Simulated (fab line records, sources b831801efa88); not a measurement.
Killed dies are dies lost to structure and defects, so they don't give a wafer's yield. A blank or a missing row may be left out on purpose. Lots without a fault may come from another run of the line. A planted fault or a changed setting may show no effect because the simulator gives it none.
Chamber matching | flow sky130 | SKY_VIA2_CMP_02 on cmp-02: 4 sister chambers
The step polishes SiO2. 4 wafers are shown with their chamber, then 12 later ones without.

WAFERS WITH THEIR CHAMBER
wafer  | chamber | motor_current_A (A)
L085.1 | 2       | 11.5
L086.1 | 1       | 12.1
L086.4 | 3       | 12.3
L086.5 | 0       | 11.4

WAFERS WITHOUT THEIR CHAMBER
wafer  | motor_current_A (A)
L088.1 | 11.7
L088.3 | 11.2
L088.5 | 11.7
L091.1 | 11.9
L091.3 | 11.5
L091.6 | 11.9
L092.1 | 11.3
L092.5 | 11.1
L092.6 | 11.7
L094.2 | 11.8
L094.5 | 11.3
L094.6 | 11.9

WHICH CHAMBER EACH WENT THROUGH
wafer  | from the rows above               | in truth
L088.1 | can't be placed: 2 or 0 or 1      | 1
L088.3 | can't be placed: 0 or 2           | 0
L088.5 | can't be placed: 2 or 0 or 1      | 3
L091.1 | can't be placed: 1 or 2 or 3 or 0 | 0
L091.3 | can't be placed: 2 or 0           | 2
L091.6 | can't be placed: 1 or 2 or 3 or 0 | 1
L092.1 | can't be placed: 0 or 2           | 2
L092.5 | can't be placed: 0 or 2           | 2
L092.6 | can't be placed: 2 or 0 or 1      | 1
L094.2 | can't be placed: 1 or 2 or 0 or 3 | 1
L094.5 | can't be placed: 0 or 2           | 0
L094.6 | can't be placed: 1 or 2 or 3 or 0 | 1
Placed correctly: 0 of 12. Can't be placed from these rows: 12 (the true chamber is among the candidates in 11). Placed wrongly: 0.
How it was worked out, from the rows above alone: a wafer's distance from a chamber is the root of the sum, over the readings, of the square of ((its reading less the chamber's mean) divided by the reading's scatter). The wafer belongs to the nearest chamber; if the next one is less than 2 further off, it can't be placed. A chamber's mean is the mean of its shown wafers. The scatter: with one shown wafer a chamber, the root of the mean of the squares of how far each hidden wafer lies from its nearest shown one.
